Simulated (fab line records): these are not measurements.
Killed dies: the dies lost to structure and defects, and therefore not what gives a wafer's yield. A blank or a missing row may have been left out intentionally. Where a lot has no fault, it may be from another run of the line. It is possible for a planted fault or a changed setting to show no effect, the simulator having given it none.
fab line records    flow sky130
[record] lots = 12  wafers = 36  lastDay = 50
route steps=708 shown FIELD_ISO@1 PWDE@54 VT_ADJUST_LVTN@116 SD_P@331
lots with no fault: from the same line, run without faults
startH: hours from the record's opening day to when the first of the lot's shown wafers began    waitH: hours from the lot's prior step to this one    " unchanged from the row above    L1.1+2: one row covering several wafers at once    - no value, or no start given    * or withheld: withheld    < > ~ a bound
route shown NAME@n: a module of which the file shows steps, and the number in the route of the first    usual: the fault-free wafers' mean and standard deviation    same: alike in all rows    chamber/n: place in a boat    sites: each site's reading    _std_site: standard deviation across them    _edge_site: the outer-site mean with the inner-site mean subtracted    radiusMm: for every site, how far away it sits from the centre of the wafer    mask NAME#n: copy n    behind: the tool/chamber that last shaped the wafer    hold: reason for holding the lot/hours on hold/outcome of the hold    device: the n, p or np transistor that did not switch    end of line: the tests these same wafers got at the end of their route    a step without rows: its recipe alone    killed: dies that structure and defects cost at the first sort, which is not the same as the wafer's yield    map: shows each die of a wafer: x if killed, . if not, _ if none is there
set.NAME: the setting as run; set.NAME@STEP: as run at that earlier step    model.NAME: the simulator's own value behind a step, which no gauge read
route steps across a sampled set of lots; one table per step, one row per wafer
services: when a tool's chamber went out of use (startH, in hours from the record's first day, below 0 if earlier), for how many hours, and the reason
[[steps]]
[step SKY_FIELD_ISO_BOW_MEAS_00]
[recipe] mode = bow
[usual] INCOMING_BOW = 1/6.2
lot.wafer  tool          chamber  startH  waitH  INCOMING_BOW[um]
L980.1     filmMetro-04  -        20.00   -      10
L980.2     "             -        "       "      9
L980.6     "             -        "       "      6
L981.1     filmMetro-04  -        25.00   -      0
L981.4     "             -        "       "      3
L981.5     "             -        "       "      6
L982.2     filmMetro-04  -        30.02   -      3
L982.5     "             -        "       "      -5
L982.6     "             -        "       "      3
L983.3     filmMetro-04  -        35.04   -      3
L983.4     "             -        "       "      7
L983.6     "             -        "       "      -6
L984.1     filmMetro-04  -        40.00   -      -7
L984.5     "             -        "       "      2
L984.6     "             -        "       "      0
L985.1     filmMetro-02  -        45.00   -      -3
L985.4     "             -        "       "      1
L985.6     "             -        "       "      12
L986.2     filmMetro-02  -        50.02   -      7
L986.3     "             -        "       "      -2
L986.5     "             -        "       "      -3
L987.1     filmMetro-01  -        55.00   -      10
L987.2     "             -        "       "      4
L987.6     "             -        "       "      -5
L996.3     filmMetro-02  -        100.04  -      -11
L996.4     "             -        "       "      2
L996.5     "             -        "       "      1
L997.2     filmMetro-02  -        105.02  -      15
L997.4     "             -        "       "      5
L997.6     "             -        "       "      -14
L998.2     filmMetro-02  -        110.02  -      -6
L998.5     "             -        "       "      -1
L998.6     "             -        "       "      -3
L101.1     filmMetro-02  -        125.00  -      3
L101.4     "             -        "       "      -3
L101.5     "             -        "       "      -2
[step SKY_PWDE_STRIP_09]
[recipe] chemistry = O2/N2  powerW = 1400  pressureMtorr = 1500  platenTempC = withheld  o2FlowSccm = 3000  n2FlowSccm = 300  overashFraction = 0.5
[usual] drypumpMotorCurrentA = 5.8/0.47  o2FlowSccm = 3000/8.6  oesProductAu = 0.722/0.0041  stripTimeToEndpointS = 36.93/0.1
lot.wafer  tool            chamber  startH  waitH  drypumpMotorCurrentA  o2FlowSccm  oesProductAu  rfHoursCounterH  stripTimeToEndpointS
L980.1     plasmaAsher-02  0        81.87   0.1    5.2                   2990        0.720         40               37.19
L980.2     "               1        "       "      5.9                   2998        0.721         40               37.15
L980.6     "               0        "       "      5.2                   3008        0.725         -                37.08
L981.1     plasmaAsher-02  1        87.75   0.1    5.9                   2989        0.721         40               36.98
L981.4     "               0        "       "      5.2                   2994        0.721         -                36.93
L981.5     "               0        "       "      5.2                   3007        0.725         -                37.00
L982.2     plasmaAsher-02  0        90.75   0.1    5.2                   3009        0.726         41               36.91
L982.5     "               1        "       "      5.9                   3007        0.724         -                36.95
L982.6     "               0        "       "      5.2                   3004        0.725         -                37.02
L983.3     plasmaAsher-04  1        96.39   0.1    5.9                   2995        0.722         -                37.09
L983.4     "               0        "       "      5.3                   2990        0.725         -                36.98
L983.6     "               1        "       "      5.9                   2992        0.728         -                37.01
L984.1     plasmaAsher-04  1        102.00  0.1    5.9                   2992        0.731         28               37.02
L984.5     "               0        "       "      5.3                   2978        0.725         -                37.00
L984.6     "               1        "       "      5.9                   3008        0.719         -                36.97
L985.1     plasmaAsher-02  1        106.51  0.1    5.9                   2997        0.722         42               36.88
L985.4     "               1        "       "      5.9                   3002        0.723         -                36.83
L985.6     "               0        "       "      5.2                   3010        0.731         -                36.96
L986.2     plasmaAsher-04  1        116.92  0.1    5.9                   3014        0.718         30               36.92
L986.3     "               0        "       "      5.4                   3001        0.722         -                36.96
L986.5     "               0        "       "      5.4                   3009        0.720         -                36.96
L987.1     plasmaAsher-04  1        120.80  0.1    5.9                   3000        0.717         30               36.86
L987.2     "               0        "       "      5.3                   2998        0.725         30               36.77
L987.6     "               1        "       "      5.9                   3003        0.728         -                36.76
L996.3     plasmaAsher-03  0        170.24  0.1    6.7                   2995        0.726         -                36.86
L996.4     "               1        "       "      5.8                   2996        0.721         -                36.86
L996.5     "               0        "       "      6.7                   2991        0.721         -                36.82
L997.2     plasmaAsher-02  0        176.81  0.1    5.2                   2999        0.726         50               36.82
L997.4     "               1        "       "      5.9                   3008        0.716         -                36.90
L997.6     "               0        "       "      5.2                   3013        0.722         -                36.76
L998.2     plasmaAsher-04  0        183.22  0.1    5.3                   2993        0.722         36               36.93
L998.5     "               1        "       "      5.9                   2995        0.719         -                36.92
L998.6     "               0        "       "      5.3                   2988        0.724         -                37.00
L101.1     plasmaAsher-02  1        201.97  0.1    6.0                   3003        0.723         52               37.02
L101.4     "               0        "       "      5.2                   3003        0.721         -                37.11
L101.5     "               1        "       "      5.9                   3012        0.721         -                37.04
[step SKY_VT_ADJUST_LVTN_IMPLANT_19]
[recipe] species = B  energyKev = 30  doseCm2 = 6.5e+11  tiltDeg = withheld
[usual] doseIonsCm2 = 6.5e+11/7.2e+08  faradayCurrentUA = 3.67/0.075
[same] implantIonAmu = 11
lot.wafer  tool          chamber  startH  waitH  doseIonsCm2  faradayCurrentUA
L980.1     implanter-02  0        179.71  0.0    6.5e+11      3.65
L980.2     "             0        "       "      6.495e+11    3.60
L980.6     "             0        "       "      6.503e+11    3.52
L981.1     implanter-03  0        186.72  0.0    6.502e+11    3.57
L981.4     "             0        "       "      6.508e+11    3.63
L981.5     "             0        "       "      6.495e+11    3.59
L982.2     implanter-03  0        190.35  0.0    6.488e+11    3.63
L982.5     "             0        "       "      6.497e+11    3.62
L982.6     "             0        "       "      6.501e+11    3.76
L983.3     implanter-03  0        197.03  0.1    6.49e+11     3.63
L983.4     "             0        "       "      6.506e+11    3.76
L983.6     "             0        "       "      6.503e+11    3.59
L984.1     implanter-01  0        202.51  0.0    6.486e+11    3.76
L984.5     "             0        "       "      6.487e+11    3.75
L984.6     "             0        "       "      6.497e+11    3.57
L985.1     implanter-01  0        208.81  0.0    6.504e+11    3.62
L985.4     "             0        "       "      6.498e+11    3.72
L985.6     "             0        "       "      6.498e+11    3.70
L986.2     implanter-01  0        224.25  0.0    3.991e+11    2.27
L986.3     "             0        "       "      3.983e+11    2.31
L986.5     "             0        "       "      3.99e+11     2.27
L987.1     implanter-01  0        226.63  0.0    3.984e+11    2.21
L987.2     "             0        "       "      3.993e+11    2.24
L987.6     "             0        "       "      3.986e+11    2.28
L996.3     implanter-02  0        287.33  0.1    6.504e+11    3.87
L996.4     "             0        "       "      6.507e+11    3.65
L996.5     "             0        "       "      6.506e+11    3.61
L997.2     implanter-02  0        298.99  0.0    6.504e+11    3.73
L997.4     "             0        "       "      6.505e+11    3.69
L997.6     "             0        "       "      6.492e+11    3.75
L998.2     implanter-02  0        302.69  0.0    6.502e+11    3.86
L998.5     "             0        "       "      6.514e+11    3.54
L998.6     "             0        "       "      6.504e+11    3.64
L101.1     implanter-03  0        327.81  0.0    6.507e+11    3.58
L101.4     "             0        "       "      6.509e+11    3.65
L101.5     "             0        "       "      6.515e+11    3.71
[step SKY_VT_ADJUST_LVTN_TW_MEAS_21]
[usual] VT_ADJUST_LVTN_2_TW = 188.0/1.4
lot.wafer  tool          chamber  startH  waitH  hold                     VT_ADJUST_LVTN_2_TW
L980.1     filmMetro-03  -        179.99  0.1    -                        186.9
L980.2     "             -        "       "      -                        187.4
L980.6     "             -        "       "      -                        186.5
L981.1     filmMetro-03  -        186.97  0.1    -                        188.0
L981.4     "             -        "       "      -                        186.9
L981.5     "             -        "       "      -                        188.3
L982.2     filmMetro-03  -        190.59  0.1    -                        187.1
L982.5     "             -        "       "      -                        186.8
L982.6     "             -        "       "      -                        187.4
L983.3     filmMetro-03  -        197.25  0.1    -                        187.0
L983.4     "             -        "       "      -                        187.3
L983.6     "             -        "       "      -                        185.1
L984.1     filmMetro-03  -        202.76  0.1    -                        186.3
L984.5     "             -        "       "      -                        186.2
L984.6     "             -        "       "      -                        185.6
L985.1     filmMetro-03  -        209.06  0.1    -                        185.8
L985.4     "             -        "       "      -                        186.3
L985.6     "             -        "       "      -                        186.4
L986.2     filmMetro-02  -        224.49  0.1    awaitDispo/0.2h/release  166.4
L986.3     "             -        "       "      awaitDispo/0.2h/release  165.6
L986.5     "             -        "       "      awaitDispo/0.2h/release  166.6
L986.2     filmMetro-02  -        224.72  0.2    -                        165.6
L986.3     "             -        "       "      -                        165.7
L986.5     "             -        "       "      -                        166.7
L987.1     filmMetro-02  -        226.88  0.1    awaitDispo/0.2h/release  165.7
L987.2     "             -        "       "      awaitDispo/0.2h/release  165.5
L987.6     "             -        "       "      awaitDispo/0.2h/release  166.2
L987.1     filmMetro-02  -        227.11  0.2    -                        165.6
L987.2     "             -        "       "      -                        164.9
L987.6     "             -        "       "      -                        165.7
L996.3     filmMetro-03  -        287.55  0.1    -                        186.9
L996.4     "             -        "       "      -                        187.3
L996.5     "             -        "       "      -                        185.8
L997.2     filmMetro-02  -        299.22  0.1    -                        188.0
L997.4     "             -        "       "      -                        187.7
L997.6     "             -        "       "      -                        188.9
L998.2     filmMetro-04  -        302.92  0.1    -                        188.3
L998.5     "             -        "       "      -                        188.7
L998.6     "             -        "       "      -                        189.4
L101.1     filmMetro-03  -        328.06  0.1    -                        187.2
L101.4     "             -        "       "      -                        187.7
L101.5     "             -        "       "      -                        186.7
[step SKY_SD_P_TW_MEAS_11]
[usual] SD_P_TW = 2831/13
lot.wafer  tool          chamber  startH  waitH  SD_P_TW
L980.1     filmMetro-03  -        621.92  0.1    2820
L980.2     "             -        "       "      2827
L980.6     "             -        "       "      2811
L981.1     filmMetro-03  -        626.05  0.1    2836
L981.4     "             -        "       "      2834
L981.5     "             -        "       "      2843
L982.2     filmMetro-04  -        630.63  0.1    2839
L982.5     "             -        "       "      2834
L982.6     "             -        "       "      2845
L983.3     filmMetro-04  -        637.90  0.1    2842
L983.4     "             -        "       "      2852
L983.6     "             -        "       "      2839
L984.1     filmMetro-01  -        646.98  0.1    2817
L984.5     "             -        "       "      2829
L984.6     "             -        "       "      2800
L985.1     filmMetro-01  -        651.99  0.1    2817
L985.4     "             -        "       "      2817
L985.6     "             -        "       "      2827
L987.1     filmMetro-03  -        672.60  0.1    2832
L987.2     "             -        "       "      2827
L987.6     "             -        "       "      2821
L986.2     filmMetro-03  -        673.78  0.1    2831
L986.3     "             -        "       "      2834
L986.5     "             -        "       "      2825
L996.3     filmMetro-04  -        735.55  0.1    2843
L996.4     "             -        "       "      2845
L996.5     "             -        "       "      2856
L997.2     filmMetro-03  -        752.11  0.1    2842
L997.4     "             -        "       "      2847
L997.6     "             -        "       "      2834
L998.2     filmMetro-04  -        759.09  0.1    2842
L998.5     "             -        "       "      2835
L998.6     "             -        "       "      2842
L101.1     filmMetro-03  -        779.68  0.1    2822
L101.4     "             -        "       "      2832
L101.5     "             -        "       "      2818
[[services]]
tool            chamber  startH  hours  kind
plasmaAsher-03  -        67.24   1.5    repair
plasmaAsher-03  -        73.56   1.5    repair
implanter-03    -        94.72   3.7    repair
plasmaAsher-04  -        108.31  3.5    repair
implanter-01    -        129.19  1.2    repair
implanter-03    -        144.18  1.1    repair
implanter-01    -        161.18  2.6    repair
implanter-03    -        161.27  4.5    repair
plasmaAsher-02  -        179.54  0.7    repair
implanter-01    -        185.87  2.3    repair
plasmaAsher-02  -        187.27  2.8    pm
implanter-02    -        195.75  3.0    repair
implanter-02    -        196.71  78.2   repair
implanter-03    -        269.88  4.3    repair
implanter-01    -        275.99  3.9    repair
implanter-03    -        294.29  2.7    repair
[[key]]
[firstSign] step = SKY_VT_ADJUST_LVTN_IMPLANT_19  reading = doseIonsCm2  direction = down  sigmas = 99+  usual = *  struck = *
[effect] step = SKY_VT_ADJUST_LVTN_IMPLANT_19  reading = faradayCurrentUA  direction = down  sigmas = 19  usual = 3.67  struck = 2.26
[effect] step = SKY_VT_ADJUST_LVTN_TW_MEAS_21  reading = visit  direction = added
[effect] step = SKY_VT_ADJUST_LVTN_TW_MEAS_21  reading = VT_ADJUST_LVTN_2_TW  direction = down  sigmas = 16  usual = 188.0  struck = 166.0
metAt SKY_VT_ADJUST_LVTN_IMPLANT_19
struckLots L986,L987
testerLeftOut L986,L987
notActingAt SKY_FIELD_ISO_BOW_MEAS_00,SKY_PWDE_STRIP_09,SKY_SD_P_TW_MEAS_11
onsetBetween 208.81 224.25
[fault] kind = processParameterDrift  tool = implanter-01  chamber = -  onsetH = 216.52  steps = SKY_VT_ADJUST_LVTN_IMPLANT_19  channel = doseCm2  offset = *  shape = step  endH = 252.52  actsIn = *  stated = *
// testerLeftOut: of these lots the tester's yield and bins aren't shown, on N5 and GAA mostly nor the transistor test; their killed dies are dies lost to structure and defects alone, not to doping, threshold or leakage, so they don't give the yield
